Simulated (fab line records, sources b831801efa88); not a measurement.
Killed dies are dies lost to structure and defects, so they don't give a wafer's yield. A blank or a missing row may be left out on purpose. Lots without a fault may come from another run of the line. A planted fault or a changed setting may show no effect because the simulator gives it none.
fab line records | flow gf180mcu | part 2 of 2: steps 30 to 41 of 41
record lots=5 wafers=15 last_day=34
route steps=602 shown POLY_GATE@161 HV_LDD@176
lots that met no fault: from a run of the same line without faults
start_h: hours from the record's first day to the start of the lot's first wafer shown | wait_h: hours since the lot's step before | " the same as in the row above | L1.1+2: a row that stands for several wafers | - no value, or no start given | * or withheld: withheld | < > ~ a bound
route shown NAME@n: a module of which the file shows steps, and the number in the route of the first | usual: mean/standard deviation of fault-free wafers | same: alike in all rows | chamber/n: place in a boat | sites: the reading at each site | _std_site: their standard deviation | _edge_site: outer sites' mean less inner sites' | radius_mm: how far each site lies from the wafer's centre | mask NAME#n: copy n | behind: the tool/chamber that last shaped the wafer | hold: why the lot was held/for how many hours/how that ended | device: the transistor (n, p or np) that didn't switch | end of line: the same wafers' tests at the end of the route | a step without rows: its recipe alone | killed: dies lost to structure and defects at the first sort, not the wafer's yield | map: a wafer's dies, x killed, . not, _ none there
set.NAME: the setting as run; set.NAME@STEP: as run at that earlier step | model.NAME: the simulator's own value behind a step, which no gauge read
lots at some steps of the route; a table a step, a row a wafer
services: from which hour (start_h, from the record's first day; less than 0 if before it) a tool's chamber was out of use, for how many hours, and why
## steps
# step GF_HV_LDD_COAT_14
# recipe resist=NOVOLAK spin_rpm=3000 resist_thk_nm=1000
# usual dispense_pressure_kPa=50/3.2
# columns lot.wafer tool chamber start_h wait_h dispense_pressure_kPa
L074.1 litho_track-02 0 225.01 0.1 50
L074.2 " 0 " " 50
L074.4 " 0 " " 50
L082.1 litho_track-04 0 288.34 0.1 54
L082.2 " 0 " " 54
L082.6 " 0 " " 54
L085.1 litho_track-02 0 315.81 0.1 50
L085.2 " 0 " " 50
L085.3 " 0 " " 50
L089.1 litho_track-02 0 344.91 0.1 50
L089.3 " 0 " " 50
L089.4 " 0 " " 50
L097.2 litho_track-01 0 400.47 0.1 45
L097.3 " 0 " " 45
L097.5 " 0 " " 45
# step GF_HV_LDD_SOFTBAKE_15
# recipe temp_c=90 time_s=60 resist=NOVOLAK
# columns lot.wafer tool chamber start_h wait_h
L074.1+2+4 litho_track-02 0 225.16 0.1
L082.1+2+6 litho_track-04 0 288.49 0.1
L085.1+2+3 litho_track-02 0 315.96 0.1
L089.1+3+4 litho_track-02 0 345.06 0.1
L097.2+3+5 litho_track-01 0 400.62 0.1
# step GF_HV_LDD_EXPOSE_16
# recipe mask_id=Pplus_LV_AREA target_cd_nm=400 na=0.6 source_shape=conventional sigma_outer=0.6 dose_mj=140
# columns lot.wafer tool chamber start_h wait_h mask
L074.1+2+4 iline_stepper-02 0 - - Pplus_LV_AREA#0
L082.1+2+6 iline_stepper-01 0 - - Pplus_LV_AREA#0
L085.1+2+3 iline_stepper-02 0 - - Pplus_LV_AREA#0
L089.1+3+4 iline_stepper-01 0 - - Pplus_LV_AREA#0
L097.2+3+5 iline_stepper-01 0 - - Pplus_LV_AREA#0
# step GF_HV_LDD_PEB_17
# recipe temp_c=withheld time_s=* resist=NOVOLAK
# columns lot.wafer tool chamber start_h wait_h
L074.1+2+4 litho_track-02 0 - -
L082.1+2+6 litho_track-04 0 - -
L085.1+2+3 litho_track-01 0 - -
L089.1+3+4 litho_track-02 0 - -
L097.2+3+5 litho_track-01 0 - -
# step GF_HV_LDD_DEVELOP_18
# recipe develop_time_s=60 dev_temp_c=23
# usual developer_temp_C=23.00/0.1
# columns lot.wafer tool chamber start_h wait_h developer_temp_C
L074.1 litho_track-02 0 234.46 0.1 22.97
L074.2 " 0 " " 23.03
L074.4 " 0 " " 23.03
L082.1 litho_track-04 0 298.24 0.1 23.02
L082.2 " 0 " " 22.91
L082.6 " 0 " " 23.05
L085.1 litho_track-01 0 325.95 0.1 23.05
L085.2 " 0 " " 22.99
L085.3 " 0 " " 23.13
L089.1 litho_track-02 0 355.61 0.1 23.00
L089.3 " 0 " " 23.00
L089.4 " 0 " " 23.00
L097.2 litho_track-01 0 412.42 0.1 22.97
L097.3 " 0 " " 22.97
L097.5 " 0 " " 23.06
# step GF_HV_LDD_CD_MEAS_19
# recipe target_cd_nm=400
# usual cd_nm=400.5/2.6
# columns lot.wafer tool chamber start_h wait_h cd_nm
L074.1 cd_sem-01 - 234.61 0.1 396.1
L074.2 " - " " 399.1
L074.4 " - " " 399.3
L082.1 cd_sem-02 - 298.39 0.1 402.5
L082.2 " - " " 402.1
L082.6 " - " " 403.4
L085.1 cd_sem-02 - 326.10 0.1 398.1
L085.2 " - " " 399.2
L085.3 " - " " 398.5
L089.1 cd_sem-01 - 355.76 0.1 397.9
L089.3 " - " " 396.0
L089.4 " - " " 399.6
L097.2 cd_sem-01 - 412.57 0.1 402.3
L097.3 " - " " 402.4
L097.5 " - " " 402.6
# step GF_HV_LDD_OVL_MEAS_20
# usual HV_LDD_01_OVL=0.4/1.2
# columns lot.wafer tool chamber start_h wait_h HV_LDD_01_OVL[nm]
L074.1 overlay-01 - 234.73 0.1 0.7
L074.2 " - " " 0.2
L074.4 " - " " 1.6
L082.1 overlay-02 - 298.51 0.1 0.1
L082.2 " - " " -0.5
L082.6 " - " " 1.4
L085.1 overlay-01 - 326.22 0.1 0.7
L085.2 " - " " 1.2
L085.3 " - " " 0.0
L089.1 overlay-01 - 355.88 0.1 0.4
L089.3 " - " " 0.2
L089.4 " - " " -0.2
L097.2 overlay-02 - 412.67 0.1 -0.5
L097.3 " - " " -1.7
L097.5 " - " " -1.0
# step GF_HV_LDD_IMPLANT_21
# recipe species=BF2 energy_kev=25 dose_cm2=5e+13 tilt_deg=7
# usual beam_on_s=9.98/0.19
# same implant_ion_amu=49
# columns lot.wafer tool chamber start_h wait_h beam_on_s
L074.1 implanter-02 0 234.77 0.0 10.14
L074.2 " 0 " " 9.78
L074.4 " 0 " " 9.92
L082.1 implanter-03 0 298.55 0.0 9.91
L082.2 " 0 " " 10.24
L082.6 " 0 " " 10.38
L085.1 implanter-04 0 326.26 0.0 10.09
L085.2 " 0 " " 9.98
L085.3 " 0 " " 9.57
L089.1 implanter-02 0 355.92 0.0 10.10
L089.3 " 0 " " 9.86
L089.4 " 0 " " 10.01
L097.2 implanter-03 0 412.73 0.0 10.03
L097.3 " 0 " " 9.77
L097.5 " 0 " " 10.18
# step GF_HV_LDD_STRIP_22
# recipe chemistry=O2/N2 power_w=1400 pressure_mtorr=1500 platen_temp_c=250 o2_flow_sccm=3000 n2_flow_sccm=300 overash_fraction=0.5
# usual drypump_motor_current_A=5.7/0.33 heater_power_w=349/44 n2_flow_sccm=300.0/0.84 oes_product_au=0.716/0.0045 strip_time_to_endpoint_s=12.63/0.046
# columns lot.wafer tool chamber start_h wait_h drypump_motor_current_A heater_power_w n2_flow_sccm oes_product_au rf_hours_counter_h strip_time_to_endpoint_s
L074.1 plasma_asher-03 1 234.92 0.1 5.8 384 299.1 0.714 13 12.64
L074.2 " 0 " " 5.9 322 299.5 0.713 13 12.58
L074.4 " 1 " " 5.8 370 300.1 0.724 - 12.61
L082.1 plasma_asher-03 1 298.70 0.1 5.8 380 299.0 0.721 20 12.62
L082.2 " 0 " " 5.9 321 299.6 0.719 20 12.60
L082.6 " 0 " " 5.9 334 300.2 0.714 - 12.58
L085.1 plasma_asher-01 1 326.41 0.1 5.3 273 299.8 0.711 71 12.60
L085.2 " 0 " " 6.2 386 300.3 0.716 71 12.62
L085.3 " 0 " " 6.2 382 300.5 0.712 - 12.61
L089.1 plasma_asher-02 1 356.07 0.1 5.8 415 299.7 0.717 76 12.72
L089.3 " 1 " " 5.8 424 301.5 0.719 - 12.70
L089.4 " 0 " " 5.0 383 300.7 0.723 - 12.70
L097.2 plasma_asher-01 1 412.85 0.1 5.3 272 298.8 0.713 80 12.61
L097.3 " 0 " " 6.2 387 301.6 0.724 - 12.59
L097.5 " 0 " " 6.2 383 300.5 0.706 - 12.59
# step GF_HV_LDD_TW_MEAS_23
# usual HV_LDD_2_TW=1062/6.1
# columns lot.wafer tool chamber start_h wait_h HV_LDD_2_TW
L074.1 film_metro-03 - 235.02 0.1 1069
L074.2 " - " " 1064
L074.4 " - " " 1065
L082.1 film_metro-03 - 298.80 0.1 1068
L082.2 " - " " 1066
L082.6 " - " " 1064
L085.1 film_metro-01 - 326.51 0.1 1062
L085.2 " - " " 1073
L085.3 " - " " 1067
L089.1 film_metro-03 - 356.17 0.1 1052
L089.3 " - " " 1055
L089.4 " - " " 1060
L097.2 film_metro-01 - 412.96 0.1 1064
L097.3 " - " " 1068
L097.5 " - " " 1066
# step GF_HV_LDD_DEHYDRATE_24
# recipe temp_c=200 time_s=60
# columns lot.wafer tool chamber start_h wait_h
L074.1+2+4 litho_track-02 0 244.01 9.0
L082.1+2+6 litho_track-01 0 308.10 9.3
L085.1+2+3 litho_track-04 0 337.09 10.6
L089.1+3+4 litho_track-02 0 366.41 10.2
L097.2+3+5 litho_track-04 0 424.31 11.3
# step GF_HV_LDD_HMDS_25
# recipe prime_time_s=60 prime_temp_c=120
# columns lot.wafer tool chamber start_h wait_h
L074.1+2+4 litho_track-02 0 244.16 0.1
L082.1+2+6 litho_track-01 0 308.25 0.1
L085.1+2+3 litho_track-04 0 337.24 0.1
L089.1+3+4 litho_track-02 0 366.56 0.1
L097.2+3+5 litho_track-04 0 424.46 0.1
## services
# columns tool chamber start_h hours kind
krf_scanner-02 - 165.78 0.4 repair
implanter-03 - 187.07 8.7 pm
krf_scanner-02 - 191.18 2.1 repair
krf_scanner-02 - 202.18 0.8 pm
implanter-03 - 207.47 3.5 pm
iline_stepper-01 - 210.07 1.7 pm
furnace-01 - 221.37 3.4 pm
krf_scanner-02 - 225.21 1.0 pm
iline_stepper-02 - 250.83 2.1 pm
krf_scanner-02 - 253.65 2.6 repair
implanter-04 - 267.26 1.4 repair
krf_scanner-02 - 301.80 1.3 pm
plasma_asher-03 - 301.96 2.8 pm
krf_scanner-02 - 311.87 4.4 pm
iline_stepper-01 - 315.43 4.4 pm
krf_scanner-02 - 335.11 5.1 repair
krf_scanner-02 - 341.90 0.3 repair
furnace-01 - 342.32 3.6 pm
furnace-01 - 347.55 13.1 repair
krf_scanner-02 - 353.64 0.5 repair
krf_scanner-02 - 370.98 0.8 pm
plasma_asher-01 - 375.45 0.9 repair
furnace-01 - 389.50 4.5 pm
krf_scanner-02 - 394.14 1.0 pm
